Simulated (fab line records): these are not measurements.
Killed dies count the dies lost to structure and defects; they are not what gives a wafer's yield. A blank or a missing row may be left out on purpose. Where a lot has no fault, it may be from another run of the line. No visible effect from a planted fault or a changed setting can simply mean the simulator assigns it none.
Struck lot and sound lot, side by side || flow gf180mcu || 22 out of 602 route steps
Sound: wafers L842.2, L842.3, L842.4. Wafers struck: L834.2, L834.3, L834.6. The cause is named last.
Each step with rows lists, per side, the tool, then ch with its chambers, then its first start. Under that, the readings that differ: sound wafers || struck wafers || difference of the means || sigmas: that difference in standard deviations of wafers without a fault.
alike: same words and numbers on both sides, and readings whose means sit less than 2 such deviations apart. not compared: any withheld reading, any reading some wafer has no value for, any bound like >300 that may hide the same value, and any number with overlapping values for which the record gives no deviation.
Wherever a step has rows on one side only, a row that says differs or no value, or a row with sigmas, the two part there. Non-overlapping numbers with no deviation appear without sigmas and do not part them. Lack of a reading on every wafer of one side parts them only where that side has two or more wafers.

GF_V5_RS_MEAS_24: measurement is done with a four-point probe.
  sound on filmMetro-02 at day 31 14:55; struck on filmMetro-04 at day 29 15:50
  alike: V5_W_RS
GF_V5_THK_MEAS_25: measures by xrf.
  sound on filmMetro-02 at day 31 15:01; struck on filmMetro-04 at day 29 15:57
  alike: V5_W_THK
GF_V5_CMP_26: polishes, stops on SiO2, t overpolish 15 s, target thk 0 nm.
  sound on cmp-01 ch 0,1,3, day 31 15:04; struck on cmp-02 ch 0,1, day 29 16:14
{"reading": "motorCurrentA (A)", "sound": "11.0 9.0 10.4", "struck": "13.5 13.0 14.2", "difference": "+3.4", "sigmas": "+2"}
  alike: overpolishRunS, timeToEndpointS
GF_TOP_METAL_SPUTTER_00: material Ti, target thk 37.5 nm, time 150 s.
  sound on pvdSputter-01 at day 31 15:22; struck on pvdSputter-04 at day 29 16:32
  alike: throttleValvePct
GF_TOP_METAL_SPUTTER_01: material TiN, target thk 30 nm, time 25 s.
  sound on pvdSputter-01 at day 31 15:28; struck on pvdSputter-04 at day 29 16:38
  alike: throttleValvePct
then, 2 steps without rows for these wafers: GF_TOP_METAL_SPUTTER_02 (material AlCu, target thk 900 nm, time 47.82 s); GF_TOP_METAL_SPUTTER_03 (material Ti, target thk 5 nm, time 3.3 s).
GF_TOP_METAL_SPUTTER_04: material TiN, target thk 25 nm, time 20.8 s.
  sound on pvdSputter-01 at day 31 15:34; struck on pvdSputter-04 at day 29 16:43
  alike: throttleValvePct
GF_TOP_METAL_RS_MEAS_05: measurement is done with a four-point probe.
  sound on filmMetro-01 at day 31 15:37; struck on filmMetro-02 at day 29 16:46
  alike: TOP_METAL_ALCU_RS
GF_TOP_METAL_THK_MEAS_06: measures by xrf.
  sound on filmMetro-01 at day 31 15:43; struck on filmMetro-02 at day 29 16:53
  alike: TOP_METAL_ALCU_THK
then, 2 steps without rows for these wafers: GF_TOP_METAL_DEHYDRATE_07 (time 60 s); GF_TOP_METAL_HMDS_08 (prime time 60 s).
GF_TOP_METAL_COAT_09: resist thk 1500 nm.
  sound on lithoTrack-03 ch 0, day 32 00:16; struck on lithoTrack-02 ch 0, day 30 01:14
{"reading": "model.NOVOLAK_of_TOP_METAL_COAT_09.thkNm (nm)", "sound": "1497 1508 1496", "struck": "1478 1477 1480", "difference": -22, "sigmas": ""}
then, 4 steps without rows for these wafers: GF_TOP_METAL_SOFTBAKE_10 (time 60 s); GF_TOP_METAL_EXPOSE_11 (exposes mask MetalTop, target cd 440 nm); GF_TOP_METAL_PEB_12; GF_TOP_METAL_DEVELOP_13 (develop time 60 s).
GF_TOP_METAL_CD_MEAS_14 targets a cd of 440 nm.
  sound on cdSem-01 at day 32 08:14; struck on cdSem-02 at day 30 11:18
  alike: cdNm
GF_TOP_METAL_OVL_MEAS_15:
  sound on overlay-01 at day 32 08:21; struck on overlay-01 at day 30 11:25
  alike: TOP_METAL_OVL
GF_TOP_METAL_METAL_ETCH_16: etches the open film in Cl2/BCl3, stops on SiO2, target depth 1197 nm, time 199.5 s.
  sound on rieMetal-04 ch 0,1, day 32 08:23; struck on rieMetal-04 ch 0,1, day 30 11:26
{"reading": "model.NOVOLAK_of_TOP_METAL_COAT_09.thkNm (nm)", "sound": "1006 1022 1010", "struck": "990.7 991.6 992.8", "difference": -21.0, "sigmas": ""}
  alike: bcl3FlowSccm, drypumpMotorCurrentA, oesProductAu, throttleValvePct
  not compared: rfHoursCounterH
GF_TOP_METAL_STRIP_17: strips in O2/N2.
  sound on plasmaAsher-03 ch 0,1, day 32 08:34; struck on plasmaAsher-02 ch 0,1, day 30 11:38
{"reading": "stripTimeToEndpointS (s)", "sound": "12.80 12.92 12.79", "struck": "12.61 12.64 12.65", "difference": -0.20, "sigmas": -2}
  alike: drypumpMotorCurrentA, heaterPowerW, oesProductAu
  not compared: rfHoursCounterH
GF_PASSIVATION_PROBE_99:
  only the struck wafers here have rows in the record (prober-02, day 31 08:19); the sound ones have none

== WHERE THEY PART ==
Last at GF_PASSIVATION_PROBE_99 as far as this record goes, first at GF_V5_CMP_26.

WHY: the cause the simulator had injected
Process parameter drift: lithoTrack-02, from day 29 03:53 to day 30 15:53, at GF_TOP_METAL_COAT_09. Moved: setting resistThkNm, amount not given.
